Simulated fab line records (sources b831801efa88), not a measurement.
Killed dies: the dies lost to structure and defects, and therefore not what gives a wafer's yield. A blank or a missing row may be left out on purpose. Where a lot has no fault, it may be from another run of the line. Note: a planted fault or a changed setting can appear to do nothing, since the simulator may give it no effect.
The tool behind it: which one?	flow gf180mcu	39 wafers from 13 lots sampled at 5 of the route's 602 steps

## WHAT EACH GAUGE READ, for each wafer
GF_V1_CD_MEAS_14 targets a cd of 260 nm. Usual: 260.1 nm for cdNm, sd 1.1.
lot	measured	on	cdNm (nm)	flag
L390	day 18 07:14	cdSem-01	259.5 259.5 260.0	
L391	day 18 10:22	cdSem-02	259.6 259.2 261.2	
L392	day 18 21:06	cdSem-01	259.9 259.6 260.2	
L395	day 19 23:31	cdSem-02	258.1 258.3 258.8	
L396	day 20 09:43	cdSem-01	260.9 260.6 260.1	
L397	day 20 22:36	cdSem-01	259.3 260.4 260.4	
L399	day 21 15:45	cdSem-02	258.3 258.7 258.1	
L401	day 22 05:39	cdSem-02	259.7 260.3 260.9	
L403	day 22 21:17	cdSem-01	261.3 261.5 261.9	
L406	day 24 10:48	cdSem-02	261.7 262.2 261.2	
L405	day 24 11:32	cdSem-02	259.7 260.3 258.8	
L409	day 24 20:19	cdSem-01	266.1 266.0 265.3	OFF
L410	day 25 16:05	cdSem-01	265.4 266.0 266.0	OFF

GF_V1_OVL_MEAS_15. Usual: V1_OVL -2 nm, standard deviation 6.6.
lot	measured	on	V1_OVL (nm)	flag
L390	day 18 07:20	overlay-01	9 -7 3	
L391	day 18 10:28	overlay-01	-4 3 -1	
L392	day 18 21:13	overlay-01	9 10 -1	
L395	day 19 23:38	overlay-01	-3 -11 -13	
L396	day 20 09:50	overlay-01	1 -2 -2	
L397	day 20 22:43	overlay-01	-4 3 6	
L399	day 21 15:52	overlay-02	5 -12 0	
L401	day 22 05:44	overlay-02	-11 -11 -12	
L403	day 22 21:23	overlay-01	0 -3 -7	
L406	day 24 10:55	overlay-02	7 0 3	
L405	day 24 11:38	overlay-02	-11 -2 -6	
L409	day 24 20:25	overlay-02	-6 -2 -12	
L410	day 25 16:13	overlay-02	-8 10 -5	

GF_V1_THK_MEAS_25: measures by xrf. Usual: V1_W_THK 353 nm, standard deviation 6.7.
lot	measured	on	V1_W_THK (nm)	flag
L390	day 18 08:22	filmMetro-03	347 360 347	
L391	day 18 11:31	filmMetro-03	351 362 365	
L392	day 18 22:16	filmMetro-01	347 348 351	
L395	day 20 00:40	filmMetro-02	366 369 350	
L396	day 20 10:53	filmMetro-01	340 350 345	
L397	day 20 23:46	filmMetro-03	352 347 341	
L399	day 21 17:01	filmMetro-02	361 366 364	
L401	day 22 06:49	filmMetro-01	345 358 343	
L403	day 22 22:26	filmMetro-01	356 345 339	
L406	day 24 11:57	filmMetro-02	357 353 358	
L405	day 24 12:43	filmMetro-02	351 364 371	
L409	day 24 21:28	filmMetro-03	346 350 348	
L410	day 25 17:15	filmMetro-02	350 343 347	

## WHAT TOOL EACH LOT RAN ON (gives the tool, then ch and the chambers of the sampled wafers, and finally the start)
lot	GF_M1_METAL_ETCH_16	GF_V1_PEB_12
L390	rieMetal-03 ch 0,1, day 17 06:03	lithoTrack-04 ch 0, day 18 06:55
L391	rieMetal-02 ch 0,1, day 17 09:31	lithoTrack-04 ch 0, day 18 10:02
L392	rieMetal-04 ch 0,1, day 17 19:54	lithoTrack-01 ch 0, day 18 20:45
L395	rieMetal-02 ch 0,1, day 18 21:39	lithoTrack-01 ch 0, day 19 23:11
L396	rieMetal-02 ch 0,1, day 19 07:21	lithoTrack-02 ch 0, day 20 09:22
L397	rieMetal-04 ch 0,1, day 19 20:25	lithoTrack-04 ch 0, day 20 22:15
L399	rieMetal-02 ch 0,1, day 20 13:57	lithoTrack-01 ch 0, day 21 15:24
L401	rieMetal-04 ch 0,1, day 21 04:54	lithoTrack-02 ch 0, day 22 05:19
L403	rieMetal-02 ch 0,1, day 21 19:54	lithoTrack-04 ch 0, day 22 20:58
L406	rieMetal-03 ch 0,1, day 23 10:24	lithoTrack-04 ch 0, day 24 10:27
L405	rieMetal-04 ch 0, day 23 11:35	lithoTrack-01 ch 0, day 24 11:13
L409	rieMetal-03 ch 0,1, day 23 19:49	lithoTrack-04 ch 0, day 24 19:59
L410	rieMetal-02 ch 0,1, day 24 18:01	lithoTrack-04 ch 0, day 25 15:44
- GF_M1_METAL_ETCH_16: etches the open film in Cl2/BCl3, stops on SiO2, target depth 750.8 nm, time 125.1 s.
- GF_V1_PEB_12: peb time 90 s.

## AS READ BY THE TOOLS THEMSELVES (means over the sampled wafers that have a number; for cases with no such wafer, the mark the record gives instead)
GF_M1_METAL_ETCH_16. Usual: drypumpMotorCurrentA 6.0 A, standard deviation 0.31; oesProductAu 0.991 a.u., standard deviation 0.005; throttleValvePct 28.229 %, standard deviation 0.0087.
lot	tool	drypumpMotorCurrentA (A)	oesProductAu (a.u.)	throttleValvePct (%)	flag
L390	rieMetal-03	5.9	0.993	28.227	
L391	rieMetal-02	5.9	0.988	28.235	
L392	rieMetal-04	6.2	0.990	28.227	
L395	rieMetal-02	5.9	0.986	28.231	
L396	rieMetal-02	5.9	0.991	28.228	
L397	rieMetal-04	6.0	0.989	28.233	
L399	rieMetal-02	6.1	0.982	28.222	
L401	rieMetal-04	6.0	0.994	28.231	
L403	rieMetal-02	5.9	0.984	28.233	
L406	rieMetal-03	6.0	0.995	28.225	
L405	rieMetal-04	5.7	0.992	28.215	
L409	rieMetal-03	6.0	0.992	28.228	
L410	rieMetal-02	6.1	0.990	28.224	

## THE ANSWER, worked out from the rows above alone
Rule: a lot counts as off when the mean over its wafers that have a number is more than 3 standard deviations away from the usual mean. Also off: a lot with no number at a reading for which 4 or more lots have one. Where the step has rows for the other lots, those lots are counted as sound. Order of review: gauges by route order, followed by the tools' own readings, for which a lot's mean as printed above is used. At the first step where some lot is off, the reading lying furthest off is the one used; lots without a number count as furthest.
Off: L409, L410 (GF_V1_CD_MEAS_14, cdNm).
A tool fits if, at a process step before that reading, it ran every lot that is off, and no sound lot after the first of them. Those tools and the gauges at GF_V1_CD_MEAS_14 are tried in the same way. 2 tools fit, lithoTrack-04 at GF_V1_PEB_12 and cdSem-01 at GF_V1_CD_MEAS_14, so this cannot tell which one it is.

## WHAT THE SIMULATOR PUT IN
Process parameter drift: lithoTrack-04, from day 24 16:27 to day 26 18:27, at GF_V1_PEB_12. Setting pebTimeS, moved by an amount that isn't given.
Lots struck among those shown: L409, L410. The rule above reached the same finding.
